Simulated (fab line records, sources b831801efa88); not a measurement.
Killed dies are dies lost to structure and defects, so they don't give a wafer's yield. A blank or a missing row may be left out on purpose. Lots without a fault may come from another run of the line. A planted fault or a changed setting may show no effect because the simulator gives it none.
Which tool did it? | flow sky130 | 14 lots, 42 wafers sampled, at 5 steps of a route of 708

WHAT THE GAUGES READ, wafer by wafer
SKY_METAL1_THK_MEAS_06: measures by xrf. Usual: METAL1_ALCU_THK 255 nm, standard deviation 3.3.
lot  | measured     | on            | METAL1_ALCU_THK (nm) | flag
L200 | day 33 07:25 | film_metro-01 | 259 254 259          |
L201 | day 34 02:36 | film_metro-03 | 254 256 250          |
L203 | day 34 09:43 | film_metro-03 | 256 256 253          |
L204 | day 34 13:43 | film_metro-02 | 261 257 258          |
L207 | day 35 16:48 | film_metro-01 | 247 244 252          |
L209 | day 36 15:25 | film_metro-03 | 259 256 258          |
L213 | day 37 17:05 | film_metro-03 | 259 258 257          |
L214 | day 37 19:58 | film_metro-01 | 293 290 289          | OFF
L215 | day 38 02:33 | film_metro-01 | 290 291 293          | OFF
L216 | day 38 03:58 | film_metro-01 | 256 256 258          |
L218 | day 38 22:25 | film_metro-01 | 256 259 256          |
L219 | day 39 12:53 | film_metro-03 | 256 254 256          |
L220 | day 39 13:46 | film_metro-03 | 251 247 254          |
L221 | day 39 22:08 | film_metro-02 | 256 253 257          |

SKY_VIA1_BOW_MEAS_03. Usual: VIA1_BOW 79 um, standard deviation 6.3.
lot  | measured     | on            | VIA1_BOW (um) | flag
L200 | day 34 12:54 | film_metro-04 | 85 86 75      |
L201 | day 35 07:28 | film_metro-02 | 74 73 82      |
L203 | day 35 14:02 | film_metro-01 | 83 71 75      |
L204 | day 35 18:25 | film_metro-04 | 68 71 74      |
L207 | day 36 20:49 | film_metro-04 | 74 73 66      |
L209 | day 37 19:05 | film_metro-02 | 85 81 71      |
L213 | day 38 20:24 | film_metro-01 | 73 89 73      |
L216 | day 39 07:08 | film_metro-01 | 76 93 80      |
L218 | day 40 01:01 | film_metro-01 | 79 80 77      |
L219 | day 40 15:07 | film_metro-02 | 75 76 73      |
L220 | day 40 16:06 | film_metro-01 | 83 74 75      |
L221 | day 41 00:37 | film_metro-04 | 80 80 88      |

WHICH TOOL RAN EACH LOT (tool, then ch and the chambers of the sampled wafers, then the start)
lot  | SKY_CONTACT_CVD_00              | SKY_CONTACT_ETCH_16                | SKY_METAL1_SPUTTER_04
L200 | pecvd-04 ch 1,2, day 32 01:05   | rie_diel-01 ch 0,3, day 33 05:46   | pvd_sputter-04, day 33 07:14
L201 | pecvd-04 ch 1,2, day 32 20:34   | rie_diel-02 ch 0,1, day 34 00:58   | pvd_sputter-04, day 34 02:26
L203 | pecvd-03 ch 0,1, day 33 03:31   | rie_diel-04 ch 0,2,3, day 34 08:04 | pvd_sputter-04, day 34 09:32
L204 | pecvd-04 ch 0,1,2, day 33 07:35 | rie_diel-04 ch 1,2, day 34 12:04   | pvd_sputter-02, day 34 13:32
L207 | pecvd-03 ch 1,2, day 34 11:20   | rie_diel-04 ch 1,2, day 35 15:07   | pvd_sputter-02, day 35 16:38
L209 | pecvd-04 ch 0,2, day 35 09:40   | rie_diel-04 ch 1,2,3, day 36 13:46 | pvd_sputter-03, day 36 15:14
L213 | pecvd-04 ch 0,1,2, day 36 11:40 | rie_diel-04 ch 0,1,2, day 37 15:22 | pvd_sputter-02, day 37 16:55
L214 | pecvd-03 ch 0,2, day 36 15:38   | rie_diel-04 ch 2,3, day 37 18:04   | pvd_sputter-04, day 37 19:47
L215 | pecvd-03 ch 0,2, day 36 22:04   | rie_diel-01 ch 0,2,3, day 38 00:49 | pvd_sputter-04, day 38 02:22
L216 | pecvd-01 ch 0,1,2, day 36 23:02 | rie_diel-01 ch 1,2,3, day 38 02:13 | pvd_sputter-03, day 38 03:46
L218 | pecvd-03 ch 0,1, day 37 17:40   | rie_diel-02 ch 0,1,2, day 38 20:43 | pvd_sputter-04, day 38 22:14
L219 | pecvd-03 ch 0,1, day 38 07:55   | rie_diel-04 ch 0,1,3, day 39 11:13 | pvd_sputter-04, day 39 12:43
L220 | pecvd-01 ch 0,1,2, day 38 09:43 | rie_diel-02 ch 0,1,2, day 39 12:04 | pvd_sputter-03, day 39 13:35
L221 | pecvd-04 ch 0,2, day 38 18:24   | rie_diel-02 ch 1,2,3, day 39 20:28 | pvd_sputter-02, day 39 21:57
- SKY_CONTACT_CVD_00: deposits Si3N4, target thk 75 nm.
- SKY_CONTACT_ETCH_16: etches BARC in N2/H2, stops on SiO2, time 45.9 s, target depth 60 nm.
- SKY_METAL1_SPUTTER_04: material TiN, target thk 70 nm, time 58.3 s.

WHAT THE TOOLS THEMSELVES READ (means of the sampled wafers that have a number; where no wafer has one, the mark that the record gives instead)
SKY_CONTACT_CVD_00. Usual: heater_power_w 781 W, standard deviation 150.
lot  | tool     | heater_power_w (W) | flag
L200 | pecvd-04 | 953                |
L201 | pecvd-04 | 965                |
L203 | pecvd-03 | 836                |
L204 | pecvd-04 | 898                |
L207 | pecvd-03 | 845                |
L209 | pecvd-04 | 936                |
L213 | pecvd-04 | 838                |
L214 | pecvd-03 | 742                |
L215 | pecvd-03 | 698                |
L216 | pecvd-01 | 677                |
L218 | pecvd-03 | 771                |
L219 | pecvd-03 | 754                |
L220 | pecvd-01 | 661                |
L221 | pecvd-04 | 970                |

SKY_CONTACT_ETCH_16. Usual: drypump_motor_current_A 5.7 A, standard deviation 0.4; oes_product_au 0.855 a.u., standard deviation 0.0046; throttle_valve_pct 13.226 %, standard deviation 0.0089.
lot  | tool        | drypump_motor_current_A (A) | oes_product_au (a.u.) | throttle_valve_pct (%) | flag
L200 | rie_diel-01 | 5.8                         | 0.861                 | 13.217                 |
L201 | rie_diel-02 | 5.3                         | 0.856                 | 13.230                 |
L203 | rie_diel-04 | 5.7                         | 0.856                 | 13.221                 |
L204 | rie_diel-04 | 5.8                         | 0.855                 | 13.222                 |
L207 | rie_diel-04 | 5.6                         | 0.851                 | 13.234                 |
L209 | rie_diel-04 | 5.9                         | 0.853                 | 13.229                 |
L213 | rie_diel-04 | 5.6                         | 0.855                 | 13.220                 |
L214 | rie_diel-04 | 5.7                         | 0.854                 | 13.225                 |
L215 | rie_diel-01 | 5.7                         | 0.854                 | 13.236                 |
L216 | rie_diel-01 | 5.4                         | 0.858                 | 13.226                 |
L218 | rie_diel-02 | 5.8                         | 0.855                 | 13.222                 |
L219 | rie_diel-04 | 5.8                         | 0.855                 | 13.232                 |
L220 | rie_diel-02 | 5.8                         | 0.858                 | 13.219                 |
L221 | rie_diel-02 | 6.0                         | 0.856                 | 13.229                 |

SKY_METAL1_SPUTTER_04. Usual: cathode_dc_power_W 6500.0 W, standard deviation 1.3; chamber_pressure_pa 0.3999 Pa, standard deviation 0.00077; throttle_valve_pct 30.0 %, standard deviation 0.73.
lot  | tool           | cathode_dc_power_W (W) | chamber_pressure_pa (Pa) | throttle_valve_pct (%) | flag
L200 | pvd_sputter-04 | 6499.5                 | 0.4009                   | 30.3                   |
L201 | pvd_sputter-04 | 6500.6                 | 0.4005                   | 29.2                   |
L203 | pvd_sputter-04 | 6499.7                 | 0.4004                   | 29.3                   |
L204 | pvd_sputter-02 | 6500.1                 | 0.3992                   | 30.3                   |
L207 | pvd_sputter-02 | 6500.6                 | 0.4001                   | 30.7                   |
L209 | pvd_sputter-03 | 6499.5                 | 0.3996                   | 30.2                   |
L213 | pvd_sputter-02 | 6499.4                 | 0.4004                   | 30.4                   |
L214 | pvd_sputter-04 | -                      | -                        | -                      | OFF
L215 | pvd_sputter-04 | -                      | -                        | -                      | OFF
L216 | pvd_sputter-03 | 6500.0                 | 0.4004                   | 29.9                   |
L218 | pvd_sputter-04 | 6500.5                 | 0.3991                   | 30.7                   |
L219 | pvd_sputter-04 | 6499.3                 | 0.3996                   | 30.3                   |
L220 | pvd_sputter-03 | 6500.3                 | 0.3998                   | 30.1                   |
L221 | pvd_sputter-02 | 6500.2                 | 0.4005                   | 30.3                   |

THE ANSWER, worked out from the rows above alone
Rule: a lot is off if the mean of its wafers that have a number lies more than 3 standard deviations from the usual mean. A lot without any number at a reading at which 4 lots or more have one is off too. The other lots that the step has rows for count as sound. The gauges are gone through in route order, then the tools' own readings, and for those a lot's mean is taken as printed above. The first step at which some lot is off is used, and at that step the reading that is off furthest; a lot without a number counts as furthest.
Off: L214, L215, at SKY_METAL1_THK_MEAS_06 (METAL1_ALCU_THK).
A tool fits if, at a process step before that reading, it ran every lot that is off, and no sound lot after the first of them. The gauges at SKY_METAL1_THK_MEAS_06 aren't tried: what is off there is off at SKY_METAL1_SPUTTER_04 too, on other tools, and a gauge's error can't cause that. None of those tried fits.

WHAT THE SIMULATOR HAD PUT IN
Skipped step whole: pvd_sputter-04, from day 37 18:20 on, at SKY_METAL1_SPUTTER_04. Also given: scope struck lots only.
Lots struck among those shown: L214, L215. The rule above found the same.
